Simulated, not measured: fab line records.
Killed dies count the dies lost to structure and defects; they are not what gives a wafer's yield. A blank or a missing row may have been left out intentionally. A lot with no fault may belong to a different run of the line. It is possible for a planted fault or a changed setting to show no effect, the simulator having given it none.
Which tool did it? -- flow gf180mcu -- 14 lots, 42 wafers sampled, at 5 steps of a route of 602

WHAT THE GAUGES READ, wafer by wafer
GF_HV_LDD_OVL_MEAS_47.
lot,measured,on,HV_LDD_03_OVL (nm)
L259,day 12 09:26,overlay-01,0.8 0.4 -0.6
L260,day 12 14:22,overlay-01,0.9 0.3 2.1
L262,day 13 07:56,overlay-02,-0.5 -1.5 -1.0
L263,day 13 12:54,overlay-02,-0.8 -1.9 -1.8
L264,day 14 02:22,overlay-01,-1.0 -1.8 -1.7
L268,day 15 12:33,overlay-01,-1.2 0.4 0.2
L273,day 17 01:21,overlay-02,-0.1 -1.5 -2.3
L274,day 17 07:39,overlay-02,-0.5 -1.6 -2.2
L276,day 18 01:47,overlay-01,-1.0 0.9 1.1
L278,day 18 19:09,overlay-02,1.3 1.2 1.3
L279,day 19 02:40,overlay-01,1.8 1.8 2.8
L280,day 19 08:15,overlay-02,-1.7 -0.1 -3.1
L281,day 19 18:40,overlay-02,-2.5 -2.1 -1.2
L282,day 20 03:07,overlay-01,1.3 1.0 0.6

GF_HV_LDD_TW_MEAS_50.
lot,measured,on,HV_LDD_4_TW
L259,day 12 09:44,film_metro-03,573 573 573
L260,day 12 14:39,film_metro-03,570 573 575
L262,day 13 08:13,film_metro-02,560 557 557
L263,day 13 13:11,film_metro-04,560 554 558
L264,day 14 02:39,film_metro-02,560 559 561
L268,day 15 12:50,film_metro-03,570 571 570
L273,day 17 01:38,film_metro-03,571 574 573
L274,day 17 07:57,film_metro-04,557 556 551
L276,day 18 02:04,film_metro-03,575 573 574
L278,day 18 19:26,film_metro-02,555 557 555
L279,day 19 02:57,film_metro-03,577 572 573
L280,day 19 08:32,film_metro-03,572 571 574
L281,day 19 18:58,film_metro-04,557 558 557
L282,day 20 03:24,film_metro-04,558 559 561

GF_PSD_TW_MEAS_11.
lot,measured,on,PSD_TW
L259,day 14 05:26,film_metro-04,3120 3132 3122
L260,day 14 10:18,film_metro-03,3186 3192 3193
L262,day 15 05:00,film_metro-01,3144 3155 3130
L263,day 15 11:02,film_metro-03,3178 3189 3191
L264,day 16 00:13,film_metro-04,3129 3128 3126
L268,day 17 13:05,film_metro-01,3116 3115 3119
L273,day 19 04:47,film_metro-01,29 29 29
L274,day 19 10:15,film_metro-03,30 30 30
L276,day 20 07:36,film_metro-01,3097 3091 3096
L278,day 20 23:17,film_metro-04,3130 3136 3134
L279,day 21 11:19,film_metro-01,3112 3123 3124
L280,day 21 13:47,film_metro-03,3204 3208 3180
L281,day 21 20:41,film_metro-01,3134 3129 3130
L282,day 22 09:32,film_metro-03,3189 3190 3197

WHAT TOOL EACH LOT RAN ON (gives the tool, then ch and the chambers of the sampled wafers, and finally the start)
lot,GF_NSD_STRIP_11,GF_PSD_STRIP_10
L259,"plasma_asher-04 ch 0,1, day 13 09:11","plasma_asher-01 ch 0,1, day 14 05:19"
L260,"plasma_asher-01 ch 0,1, day 13 13:25","plasma_asher-02 ch 1, day 14 10:11"
L262,"plasma_asher-01 ch 0,1, day 14 08:01","plasma_asher-02 ch 0,1, day 15 04:54"
L263,"plasma_asher-03 ch 1, day 14 13:22","plasma_asher-03 ch 0,1, day 15 10:55"
L264,"plasma_asher-04 ch 0,1, day 15 02:43","plasma_asher-01 ch 0,1, day 16 00:07"
L268,"plasma_asher-03 ch 0,1, day 16 13:34","plasma_asher-01 ch 1, day 17 12:59"
L273,"plasma_asher-01 ch 0,1, day 18 04:35","plasma_asher-01 ch 0, day 19 04:40"
L274,"plasma_asher-01 ch 0,1, day 18 10:16","plasma_asher-01 ch 0,1, day 19 10:10"
L276,"plasma_asher-03 ch 0,1, day 19 06:27","plasma_asher-02 ch 1, day 20 07:30"
L278,"plasma_asher-04 ch 0,1, day 19 22:50","plasma_asher-03 ch 0,1, day 20 23:11"
L279,"plasma_asher-01 ch 0,1, day 20 06:16","plasma_asher-01 ch 0,1, day 21 11:13"
L280,"plasma_asher-04 ch 0,1, day 20 13:31","plasma_asher-02 ch 0,1, day 21 13:41"
L281,"plasma_asher-04 ch 0,1, day 20 22:28","plasma_asher-03 ch 0,1, day 21 20:35"
L282,"plasma_asher-03 ch 0,1, day 21 11:06","plasma_asher-01 ch 0,1, day 22 09:26"
- GF_NSD_STRIP_11: strips in O2/N2.
- GF_PSD_STRIP_10: strips in O2/N2.

WHAT THE TOOLS THEMSELVES READ (means of the sampled wafers that have a number; where no wafer has one, the mark that the record gives instead)
GF_NSD_STRIP_11.
lot,tool,chamber_pressure_mTorr (mTorr),drypump_motor_current_A (A),heater_power_w (W),oes_product_au (a.u.),strip_time_to_endpoint_s (s)
L259,plasma_asher-04,1499.8,5.8,346,0.490,22.95
L260,plasma_asher-01,1500.7,5.4,340,0.486,22.98
L262,plasma_asher-01,1501.4,5.5,342,0.485,22.93
L263,plasma_asher-03,1499.9,6.7,382,0.488,22.93
L264,plasma_asher-04,1499.9,5.6,316,0.482,22.91
L268,plasma_asher-03,1500.5,6.6,367,0.486,22.99
L273,plasma_asher-01,-,-,-,-,-
L274,plasma_asher-01,-,-,-,-,-
L276,plasma_asher-03,1499.2,6.6,364,0.483,23.01
L278,plasma_asher-04,1500.7,5.5,316,0.487,22.99
L279,plasma_asher-01,1498.6,5.3,354,0.485,22.96
L280,plasma_asher-04,1499.7,5.5,321,0.483,22.93
L281,plasma_asher-04,1499.5,5.5,320,0.484,22.95
L282,plasma_asher-03,1499.6,6.4,358,0.484,23.00

GF_PSD_STRIP_10.
lot,tool,chamber_pressure_mTorr (mTorr),drypump_motor_current_A (A),heater_power_w (W),oes_product_au (a.u.),strip_time_to_endpoint_s (s)
L259,plasma_asher-01,1499.7,5.3,356,0.593,16.52
L260,plasma_asher-02,1500.2,5.5,403,0.591,16.56
L262,plasma_asher-02,1500.1,5.6,362,0.594,16.56
L263,plasma_asher-03,1499.4,6.6,363,0.588,16.60
L264,plasma_asher-01,1499.2,5.5,338,0.589,16.52
L268,plasma_asher-01,1499.5,5.2,378,0.590,16.49
L273,plasma_asher-01,1502.0,5.5,319,0.659,31.44
L274,plasma_asher-01,1499.8,5.4,343,0.654,31.46
L276,plasma_asher-02,1499.9,5.5,396,0.594,16.51
L278,plasma_asher-03,1499.5,6.4,356,0.594,16.51
L279,plasma_asher-01,1499.3,5.5,339,0.595,16.50
L280,plasma_asher-02,1499.5,5.6,374,0.594,16.55
L281,plasma_asher-03,1499.9,6.6,363,0.596,16.56
L282,plasma_asher-01,1499.2,5.4,339,0.588,16.52

THE ANSWER, worked out from the rows above alone
Rule: usual is defined by the lots themselves. The widest of any qualifying gaps counts: lots, ordered by their means at a reading, are off when they make up no more than a third of the lots, leave a main group of 4 or more, and stand apart from it by 3 or more times the standard deviation of that group's means. A main group is skipped when, at the precision printed for the reading in the tables above, its means are all equal. Also off: a lot with no number at a reading for which 4 or more lots have one. Any other lot the step has rows for is counted as sound. After the gauges, taken in route order, come the tools' own readings; for these a lot's mean is taken, as printed above. At the first step where some lot is off, the reading lying furthest off is the one used; lots without a number count as furthest.
Off: L273, L274, seen at GF_PSD_TW_MEAS_11 (PSD_TW). The main group has a mean of 3146 with a standard deviation of 34.
A tool fits if, at a process step before that reading, it ran every lot that is off, and no sound lot after the first of them. The gauges at GF_PSD_TW_MEAS_11 aren't tried: what is off there is off at GF_NSD_STRIP_11 too, on other tools, and a gauge's error can't cause that. Not one of the candidates tried fits.

WHAT THE SIMULATOR PUT IN
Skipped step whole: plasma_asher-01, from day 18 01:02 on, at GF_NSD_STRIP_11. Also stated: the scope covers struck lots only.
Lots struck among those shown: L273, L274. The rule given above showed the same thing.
